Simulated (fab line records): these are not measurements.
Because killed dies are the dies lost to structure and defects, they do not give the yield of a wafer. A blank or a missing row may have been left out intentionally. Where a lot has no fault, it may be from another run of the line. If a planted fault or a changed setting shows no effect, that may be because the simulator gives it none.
The tool behind it: which one? ; flow sky130 ; 33 wafers from 11 lots sampled at 5 of the route's 708 steps

== WHAT THE GAUGES READ, wafer by wafer ==
SKY_CONTACT_THK_MEAS_01.
lot;measured;on;CONTACT_CVD_00_THK (nm)
L198;day 30 01:32;filmMetro-01;74.8 77.2 75.4
L199;day 30 07:12;filmMetro-04;74.7 75.1 74.3
L200;day 30 18:10;filmMetro-04;74.7 75.2 76.2
L203;day 31 19:46;filmMetro-01;74.3 74.8 74.3
L205;day 32 17:29;filmMetro-04;75.5 75.7 76.4
L208;day 34 07:53;filmMetro-03;76.0 76.8 77.1
L211;day 34 17:58;filmMetro-04;75.3 74.9 75.4
L213;day 35 09:20;filmMetro-04;79.5 78.4 79.9
L214;day 35 15:45;filmMetro-04;75.2 73.9 75.5
L215;day 35 19:37;filmMetro-04;74.9 72.8 75.9
L218;day 36 16:43;filmMetro-01;78.4 77.7 79.6

== EACH LOT AND THE TOOL THAT RAN IT (in order: tool; ch and the chambers of the sampled wafers; start) ==
lot;SKY_LI_CONTACT_SPUTTER_20;SKY_LOCAL_INTERCONNECT_SPUTTER_00;SKY_LOCAL_INTERCONNECT_STRIP_15;SKY_CONTACT_CVD_00
L198;pvdSputter-03, day 28 19:19;pvdSputter-01, day 28 19:59;plasmaAsher-04 ch 0,1, day 30 00:53;pecvd-03 ch 1,2, day 30 01:30
L199;pvdSputter-02, day 29 01:02;pvdSputter-01, day 29 01:42;plasmaAsher-01 ch 0,1, day 30 06:29;pecvd-04 ch 0,1,2, day 30 07:10
L200;pvdSputter-02, day 29 12:31;pvdSputter-02, day 29 13:25;plasmaAsher-01 ch 0,1, day 30 17:31;pecvd-04 ch 1,2, day 30 18:07
L203;pvdSputter-03, day 30 14:18;pvdSputter-01, day 30 14:58;plasmaAsher-04 ch 0,1, day 31 19:05;pecvd-04 ch 0,1,2, day 31 19:44
L205;pvdSputter-03, day 31 11:34;pvdSputter-02, day 31 12:14;plasmaAsher-01 ch 0,1, day 32 16:50;pecvd-04 ch 0,1,2, day 32 17:27
L208;pvdSputter-03, day 33 02:58;pvdSputter-01, day 33 03:38;plasmaAsher-04 ch 0,1, day 34 07:13;pecvd-04 ch 0,1,2, day 34 07:50
L211;pvdSputter-03, day 33 13:16;pvdSputter-02, day 33 13:56;plasmaAsher-03 ch 0,1, day 34 17:22;pecvd-03 ch 0,1,2, day 34 17:55
L213;pvdSputter-03, day 34 04:52;pvdSputter-01, day 34 05:39;plasmaAsher-01 ch 0,1, day 35 08:43;pecvd-04 ch 0,1,2, day 35 09:17
L214;pvdSputter-01, day 34 11:37;pvdSputter-02, day 34 12:16;plasmaAsher-04 ch 0,1, day 35 15:07;pecvd-03 ch 0,2, day 35 15:43
L215;pvdSputter-01, day 34 15:16;pvdSputter-02, day 34 15:56;plasmaAsher-04 ch 0,1, day 35 18:59;pecvd-02 ch 0,1,2, day 35 19:34
L218;pvdSputter-01, day 35 13:14;pvdSputter-02, day 35 13:53;plasmaAsher-01 ch 0,1, day 36 16:07;pecvd-04 ch 0,2, day 36 16:40
- SKY_LI_CONTACT_SPUTTER_20: material TiN, target thk 20 nm, time 80 s.
- SKY_LOCAL_INTERCONNECT_SPUTTER_00: material TiN, target thk 100 nm, time 83.3 s.
- SKY_LOCAL_INTERCONNECT_STRIP_15: strips in O2/N2.
- SKY_CONTACT_CVD_00: deposits Si3N4, target thk 75 nm.

== WHAT THE TOOLS THEMSELVES READ (means of the sampled wafers that have a number; where no wafer has one, the mark that the record gives instead) ==
SKY_LI_CONTACT_SPUTTER_20.
lot;tool;throttleValvePct (%)
L198;pvdSputter-03;30.3
L199;pvdSputter-02;30.6
L200;pvdSputter-02;30.3
L203;pvdSputter-03;29.7
L205;pvdSputter-03;30.4
L208;pvdSputter-03;29.9
L211;pvdSputter-03;30.8
L213;pvdSputter-03;30.4
L214;pvdSputter-01;30.4
L215;pvdSputter-01;30.4
L218;pvdSputter-01;30.4

SKY_LOCAL_INTERCONNECT_SPUTTER_00.
lot;tool;throttleValvePct (%)
L198;pvdSputter-01;31.0
L199;pvdSputter-01;30.5
L200;pvdSputter-02;30.4
L203;pvdSputter-01;31.1
L205;pvdSputter-02;30.4
L208;pvdSputter-01;31.2
L211;pvdSputter-02;30.7
L213;pvdSputter-01;30.4
L214;pvdSputter-02;30.5
L215;pvdSputter-02;30.7
L218;pvdSputter-02;30.4

SKY_LOCAL_INTERCONNECT_STRIP_15.
lot;tool;drypumpMotorCurrentA (A);oesProductAu (a.u.);stripTimeToEndpointS (s)
L198;plasmaAsher-04;4.9;0.425;4.720
L199;plasmaAsher-01;5.6;0.425;4.716
L200;plasmaAsher-01;5.6;0.424;4.725
L203;plasmaAsher-04;4.9;0.435;4.700
L205;plasmaAsher-01;5.8;0.430;4.722
L208;plasmaAsher-04;4.9;0.429;4.724
L211;plasmaAsher-03;5.7;0.425;4.733
L213;plasmaAsher-01;5.6;0.428;4.718
L214;plasmaAsher-04;5.0;0.424;4.731
L215;plasmaAsher-04;5.1;0.428;4.721
L218;plasmaAsher-01;5.6;0.426;4.735

SKY_CONTACT_CVD_00.
lot;tool;heaterPowerW (W);rfFwdPowerW (W)
L198;pecvd-03;687;446.6
L199;pecvd-04;756;444.1
L200;pecvd-04;724;441.8
L203;pecvd-04;693;445.3
L205;pecvd-04;781;443.6
L208;pecvd-04;754;442.8
L211;pecvd-03;645;445.8
L213;pecvd-04;776;515.8
L214;pecvd-03;727;444.8
L215;pecvd-02;616;445.9
L218;pecvd-04;675;515.9

== THE ANSWER, worked out from the rows above alone ==
Rule: the lots themselves supply what counts as usual. Put in order of their means at a reading, lots are off if they are a third of the lots or fewer, leave a main group of 4 or more, and stand apart from it by a gap of 3 or more times the standard deviation of the main group's means; of several such gaps the widest counts. A main group whose means are all the same, to the digits that the tables above print for the reading, isn't used. A lot without any number at a reading at which 4 lots or more have one is off too. The other lots that the step has rows for count as sound. Order of review: gauges by route order, followed by the tools' own readings, for which a lot's mean as printed above is used. At the first step where some lot is off, the reading lying furthest off is the one used; lots without a number count as furthest.
Off: L213, L218, at SKY_CONTACT_CVD_00 (rfFwdPowerW). For the main group the mean is 444.5 W and the standard deviation 1.5.
A tool fits if, at that step or a process step before it, it ran every lot that is off, and no sound lot after the first of them. Can't be told from this: 2 tools fit, plasmaAsher-01 at SKY_LOCAL_INTERCONNECT_STRIP_15, pecvd-04 at SKY_CONTACT_CVD_00.

== WHAT THE SIMULATOR PUT IN ==
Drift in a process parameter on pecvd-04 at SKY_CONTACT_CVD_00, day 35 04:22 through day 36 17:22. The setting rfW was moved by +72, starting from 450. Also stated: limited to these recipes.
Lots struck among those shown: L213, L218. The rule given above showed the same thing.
